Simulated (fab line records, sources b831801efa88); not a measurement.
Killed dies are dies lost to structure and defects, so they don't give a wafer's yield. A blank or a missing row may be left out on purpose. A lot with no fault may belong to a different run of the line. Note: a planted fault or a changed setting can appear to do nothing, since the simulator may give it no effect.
Chamber matching ; flow gf180mcu ; GF_V5_CMP_26 on cmp-02: 4 sister chambers
The step polishes, stops on SiO2, t overpolish 15 s, target thk 0 nm. 4 wafers are shown with their chamber, then 11 later ones without.

## EACH WAFER AND ITS CHAMBER
wafer;chamber;motor_current_A (A)
L369.4;0;10.5
L368.1;3;11.1
L368.6;2;9.7
L376.2;1;11.6

## WAFERS MISSING THEIR CHAMBER
wafer;motor_current_A (A)
L376.5;10.8
L376.6;10.4
L377.1;10.4
L377.2;11.4
L377.3;9.2
L378.2;10.1
L378.5;9.6
L378.6;11.6
L381.1;10.6
L381.5;11.5
L381.6;10.1

## CHAMBER TAKEN BY EACH
wafer;from the rows above;in truth
L376.5;can't be placed: 3 or 0 or 1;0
L376.6;0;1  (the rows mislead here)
L377.1;0;0
L377.2;can't be placed: 1 or 3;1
L377.3;2;2
L378.2;can't be placed: 0 or 2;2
L378.5;2;2
L378.6;can't be placed: 1 or 3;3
L381.1;can't be placed: 0 or 3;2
L381.5;can't be placed: 1 or 3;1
L381.6;can't be placed: 0 or 2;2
Correct placement for 3 of the 11. Can't be placed from these rows: 7 (the true chamber is among the candidates in 6). 1 placed wrongly.
How it was worked out, from the rows above alone: a wafer's distance from a chamber is the root of the sum, over the readings, of the square of ((its reading less the chamber's mean) divided by the reading's scatter). The wafer belongs to the nearest chamber; if the next one is less than 2 further off, it can't be placed. For every chamber, the mean is computed from those of its wafers that are shown. The scatter: with one shown wafer a chamber, the root of the mean of the squares of how far each hidden wafer lies from its nearest shown one.
